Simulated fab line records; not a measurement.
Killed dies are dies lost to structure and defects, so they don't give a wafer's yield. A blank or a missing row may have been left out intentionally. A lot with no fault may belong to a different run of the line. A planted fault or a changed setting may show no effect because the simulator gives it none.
Which tool did it? / flow sky130 / 11 lots with 33 wafers sampled at 5 steps, on a route of 708 steps

## WHAT THE GAUGES READ, wafer by wafer
SKY_POLY_GATE_THK_MEAS_01.
lot=L431; measured=day 14 09:27; on=film-metro-02; POLY_GATE_CVD_00_THK (nm)=187.7 187.9 185.3
lot=L433; measured=day 14 23:44; on=film-metro-02; POLY_GATE_CVD_00_THK (nm)=178.8 178.2 179.2
lot=L436; measured=day 16 04:22; on=film-metro-03; POLY_GATE_CVD_00_THK (nm)=183.2 183.0 182.0
lot=L438; measured=day 16 11:20; on=film-metro-01; POLY_GATE_CVD_00_THK (nm)=181.5 183.6 181.6
lot=L439; measured=day 17 06:07; on=film-metro-02; POLY_GATE_CVD_00_THK (nm)=182.5 181.1 182.2
lot=L442; measured=day 18 10:31; on=film-metro-02; POLY_GATE_CVD_00_THK (nm)=180.6 180.6 180.9
lot=L444; measured=day 18 21:16; on=film-metro-02; POLY_GATE_CVD_00_THK (nm)=180.3 180.8 180.2
lot=L445; measured=day 19 04:33; on=film-metro-03; POLY_GATE_CVD_00_THK (nm)=180.8 180.9 178.6
lot=L447; measured=day 19 22:42; on=film-metro-02; POLY_GATE_CVD_00_THK (nm)=184.0 183.6 182.1
lot=L451; measured=day 21 08:49; on=film-metro-01; POLY_GATE_CVD_00_THK (nm)=177.4 176.4 177.4
lot=L453; measured=day 21 21:07; on=film-metro-03; POLY_GATE_CVD_00_THK (nm)=181.3 182.1 180.6

SKY_SD_P_CD_MEAS_07: the cd target is 380 nm.
lot=L431; measured=day 25 20:33; on=cd-sem-01; cd-nm (nm)=380.1 381.8 379.1
lot=L433; measured=day 26 21:14; on=cd-sem-01; cd-nm (nm)=377.6 380.8 379.7
lot=L436; measured=day 27 21:56; on=cd-sem-01; cd-nm (nm)=379.3 378.5 380.6
lot=L438; measured=day 28 01:53; on=cd-sem-02; cd-nm (nm)=378.4 379.6 378.6
lot=L439; measured=day 28 18:47; on=cd-sem-02; cd-nm (nm)=379.0 381.8 381.3
lot=L442; measured=day 29 20:01; on=cd-sem-01; cd-nm (nm)=384.0 382.5 383.2
lot=L444; measured=day 30 06:29; on=cd-sem-02; cd-nm (nm)=384.3 383.3 381.7
lot=L445; measured=day 30 11:56; on=cd-sem-02; cd-nm (nm)=375.2 374.5 375.3
lot=L447; measured=day 31 04:08; on=cd-sem-01; cd-nm (nm)=379.2 377.1 377.0
lot=L451; measured=day 32 17:53; on=cd-sem-01; cd-nm (nm)=383.2 382.9 384.1
lot=L453; measured=day 32 22:52; on=cd-sem-02; cd-nm (nm)=380.7 378.8 377.2

## TOOL THAT RAN EACH LOT (tool first, then ch and the chambers of the sampled wafers, then the start)
lot=L431; SKY_SPACER_ETCHBACK_02=rie-diel-04 ch 1,2,3, day 23 09:51; SKY_POLY_CUT_ETCH_11=rie-diel-01 ch 1,2,3, day 24 15:18; SKY_POLY_CUT_STRIP_12=plasma-asher-01 ch 0,1, day 24 15:20
lot=L433; SKY_SPACER_ETCHBACK_02=rie-diel-01 ch 0,2,3, day 24 10:29; SKY_POLY_CUT_ETCH_11=rie-diel-02 ch 0,2,3, day 25 15:40; SKY_POLY_CUT_STRIP_12=plasma-asher-03 ch 0,1, day 25 15:42
lot=L436; SKY_SPACER_ETCHBACK_02=rie-diel-04 ch 0,2,3, day 25 07:27; SKY_POLY_CUT_ETCH_11=rie-diel-02 ch 1,2,3, day 26 12:56; SKY_POLY_CUT_STRIP_12=plasma-asher-03 ch 0,1, day 26 12:58
lot=L438; SKY_SPACER_ETCHBACK_02=rie-diel-03 ch 0,1,3, day 25 16:10; SKY_POLY_CUT_ETCH_11=rie-diel-02 ch 0,1,2, day 26 21:34; SKY_POLY_CUT_STRIP_12=plasma-asher-03 ch 0,1, day 26 21:36
lot=L439; SKY_SPACER_ETCHBACK_02=rie-diel-04 ch 0,1,2, day 26 08:14; SKY_POLY_CUT_ETCH_11=rie-diel-02 ch 0,2,3, day 27 13:34; SKY_POLY_CUT_STRIP_12=plasma-asher-04 ch 0,1, day 27 13:36
lot=L442; SKY_SPACER_ETCHBACK_02=rie-diel-03 ch 0,2,3, day 27 11:53; SKY_POLY_CUT_ETCH_11=rie-diel-04 ch 1,2, day 28 16:17; SKY_POLY_CUT_STRIP_12=plasma-asher-01 ch 0,1, day 28 16:21
lot=L444; SKY_SPACER_ETCHBACK_02=rie-diel-03 ch 0,2, day 27 21:50; SKY_POLY_CUT_ETCH_11=rie-diel-01 ch 2,3, day 29 02:26; SKY_POLY_CUT_STRIP_12=plasma-asher-01 ch 0,1, day 29 02:30
lot=L445; SKY_SPACER_ETCHBACK_02=rie-diel-04 ch 0,1, day 28 03:07; SKY_POLY_CUT_ETCH_11=rie-diel-02 ch 1,2, day 29 08:02; SKY_POLY_CUT_STRIP_12=plasma-asher-01 ch 0,1, day 29 08:04
lot=L447; SKY_SPACER_ETCHBACK_02=rie-diel-04 ch 1,2,3, day 28 20:52; SKY_POLY_CUT_ETCH_11=rie-diel-02 ch 1,2,3, day 30 00:37; SKY_POLY_CUT_STRIP_12=plasma-asher-04 ch 0,1, day 30 00:39
lot=L451; SKY_SPACER_ETCHBACK_02=rie-diel-01 ch 1,2, day 30 09:04; SKY_POLY_CUT_ETCH_11=rie-diel-04 ch 0,1, day 31 13:49; SKY_POLY_CUT_STRIP_12=plasma-asher-04 ch 0,1, day 31 13:51
lot=L453; SKY_SPACER_ETCHBACK_02=rie-diel-03 ch 1,2, day 30 16:13; SKY_POLY_CUT_ETCH_11=rie-diel-01 ch 0,1,2, day 31 19:19; SKY_POLY_CUT_STRIP_12=plasma-asher-04 ch 0,1, day 31 19:23
- SKY_SPACER_ETCHBACK_02: etches Si3N4 in CH3F/O2, stops on SiO2, time 46.7 s, target depth 45 nm.
- SKY_POLY_CUT_ETCH_11: etches Si3N4 in CF4/CH2F2/Ar, stops on poly-Si, time 42.5 s, target depth 60 nm.
- SKY_POLY_CUT_STRIP_12: strips in O2/N2.

## AS READ BY THE TOOLS THEMSELVES (means over the sampled wafers that have a number; for cases with no such wafer, the mark the record gives instead)
SKY_SPACER_ETCHBACK_02.
lot=L431; tool=rie-diel-04; drypump-motor-current-A (A)=5.6; oes-product-au (a.u.)=0.861; throttle-valve-pct (%)=10.566
lot=L433; tool=rie-diel-01; drypump-motor-current-A (A)=5.8; oes-product-au (a.u.)=0.854; throttle-valve-pct (%)=10.563
lot=L436; tool=rie-diel-04; drypump-motor-current-A (A)=5.4; oes-product-au (a.u.)=0.850; throttle-valve-pct (%)=10.562
lot=L438; tool=rie-diel-03; drypump-motor-current-A (A)=5.9; oes-product-au (a.u.)=0.860; throttle-valve-pct (%)=10.557
lot=L439; tool=rie-diel-04; drypump-motor-current-A (A)=5.6; oes-product-au (a.u.)=0.859; throttle-valve-pct (%)=10.565
lot=L442; tool=rie-diel-03; drypump-motor-current-A (A)=5.8; oes-product-au (a.u.)=0.859; throttle-valve-pct (%)=10.557
lot=L444; tool=rie-diel-03; drypump-motor-current-A (A)=5.9; oes-product-au (a.u.)=0.855; throttle-valve-pct (%)=10.565
lot=L445; tool=rie-diel-04; drypump-motor-current-A (A)=5.4; oes-product-au (a.u.)=0.864; throttle-valve-pct (%)=10.559
lot=L447; tool=rie-diel-04; drypump-motor-current-A (A)=5.6; oes-product-au (a.u.)=0.859; throttle-valve-pct (%)=10.565
lot=L451; tool=rie-diel-01; drypump-motor-current-A (A)=5.7; oes-product-au (a.u.)=0.856; throttle-valve-pct (%)=10.566
lot=L453; tool=rie-diel-03; drypump-motor-current-A (A)=6.1; oes-product-au (a.u.)=0.855; throttle-valve-pct (%)=10.565

SKY_POLY_CUT_ETCH_11.
lot=L431; tool=rie-diel-01; drypump-motor-current-A (A)=5.8; oes-product-au (a.u.)=0.833; throttle-valve-pct (%)=14.995
lot=L433; tool=rie-diel-02; drypump-motor-current-A (A)=5.9; oes-product-au (a.u.)=0.824; throttle-valve-pct (%)=14.991
lot=L436; tool=rie-diel-02; drypump-motor-current-A (A)=6.2; oes-product-au (a.u.)=0.828; throttle-valve-pct (%)=14.996
lot=L438; tool=rie-diel-02; drypump-motor-current-A (A)=6.1; oes-product-au (a.u.)=0.830; throttle-valve-pct (%)=14.995
lot=L439; tool=rie-diel-02; drypump-motor-current-A (A)=5.8; oes-product-au (a.u.)=0.830; throttle-valve-pct (%)=14.994
lot=L442; tool=rie-diel-04; drypump-motor-current-A (A)=6.1; oes-product-au (a.u.)=0.829; throttle-valve-pct (%)=14.989
lot=L444; tool=rie-diel-01; drypump-motor-current-A (A)=5.8; oes-product-au (a.u.)=0.841; throttle-valve-pct (%)=15.000
lot=L445; tool=rie-diel-02; drypump-motor-current-A (A)=6.4; oes-product-au (a.u.)=0.790; throttle-valve-pct (%)=14.995
lot=L447; tool=rie-diel-02; drypump-motor-current-A (A)=6.2; oes-product-au (a.u.)=0.796; throttle-valve-pct (%)=14.993
lot=L451; tool=rie-diel-04; drypump-motor-current-A (A)=5.2; oes-product-au (a.u.)=0.823; throttle-valve-pct (%)=14.990
lot=L453; tool=rie-diel-01; drypump-motor-current-A (A)=5.9; oes-product-au (a.u.)=0.827; throttle-valve-pct (%)=15.004

SKY_POLY_CUT_STRIP_12.
lot=L431; tool=plasma-asher-01; drypump-motor-current-A (A)=5.3; oes-product-au (a.u.)=0.450; strip-time-to-endpoint-s (s)=5.366
lot=L433; tool=plasma-asher-03; drypump-motor-current-A (A)=6.2; oes-product-au (a.u.)=0.450; strip-time-to-endpoint-s (s)=5.352
lot=L436; tool=plasma-asher-03; drypump-motor-current-A (A)=6.4; oes-product-au (a.u.)=0.455; strip-time-to-endpoint-s (s)=5.353
lot=L438; tool=plasma-asher-03; drypump-motor-current-A (A)=6.2; oes-product-au (a.u.)=0.455; strip-time-to-endpoint-s (s)=5.352
lot=L439; tool=plasma-asher-04; drypump-motor-current-A (A)=5.2; oes-product-au (a.u.)=0.450; strip-time-to-endpoint-s (s)=5.364
lot=L442; tool=plasma-asher-01; drypump-motor-current-A (A)=5.3; oes-product-au (a.u.)=0.454; strip-time-to-endpoint-s (s)=5.345
lot=L444; tool=plasma-asher-01; drypump-motor-current-A (A)=5.3; oes-product-au (a.u.)=0.449; strip-time-to-endpoint-s (s)=5.336
lot=L445; tool=plasma-asher-01; drypump-motor-current-A (A)=5.3; oes-product-au (a.u.)=0.454; strip-time-to-endpoint-s (s)=5.356
lot=L447; tool=plasma-asher-04; drypump-motor-current-A (A)=5.2; oes-product-au (a.u.)=0.450; strip-time-to-endpoint-s (s)=5.361
lot=L451; tool=plasma-asher-04; drypump-motor-current-A (A)=5.2; oes-product-au (a.u.)=0.450; strip-time-to-endpoint-s (s)=5.378
lot=L453; tool=plasma-asher-04; drypump-motor-current-A (A)=5.2; oes-product-au (a.u.)=0.453; strip-time-to-endpoint-s (s)=5.354

## THE ANSWER, worked out from the rows above alone
Rule: what is usual is taken from the lots themselves. Put in order of their means at a reading, lots are off if they are a third of the lots or fewer, leave a main group of 4 or more, and stand apart from it by a gap of 3 or more times the standard deviation of the main group's means; of several such gaps the widest counts. Not used: any main group whose means are identical at the precision the tables above print for the reading. Also off: a lot with no number at a reading for which 4 or more lots have one. Any other lot the step has rows for is counted as sound. The gauges are gone through in route order, then the tools' own readings, and for those a lot's mean is taken as printed above. At the first step where some lot is off, the reading lying furthest off is the one used; lots without a number count as furthest.
Off at SKY_POLY_CUT_ETCH_11 (oes-product-au): L445, L447. The main group: mean 0.829 a.u., standard deviation 0.005.
A tool fits if, at that step or a process step before it, it ran every lot that is off, and no sound lot after the first of them. Can't be told from this: 2 tools fit, rie-diel-04 at SKY_SPACER_ETCHBACK_02, rie-diel-02 at SKY_POLY_CUT_ETCH_11.

## WHAT THE SIMULATOR HAD PUT IN
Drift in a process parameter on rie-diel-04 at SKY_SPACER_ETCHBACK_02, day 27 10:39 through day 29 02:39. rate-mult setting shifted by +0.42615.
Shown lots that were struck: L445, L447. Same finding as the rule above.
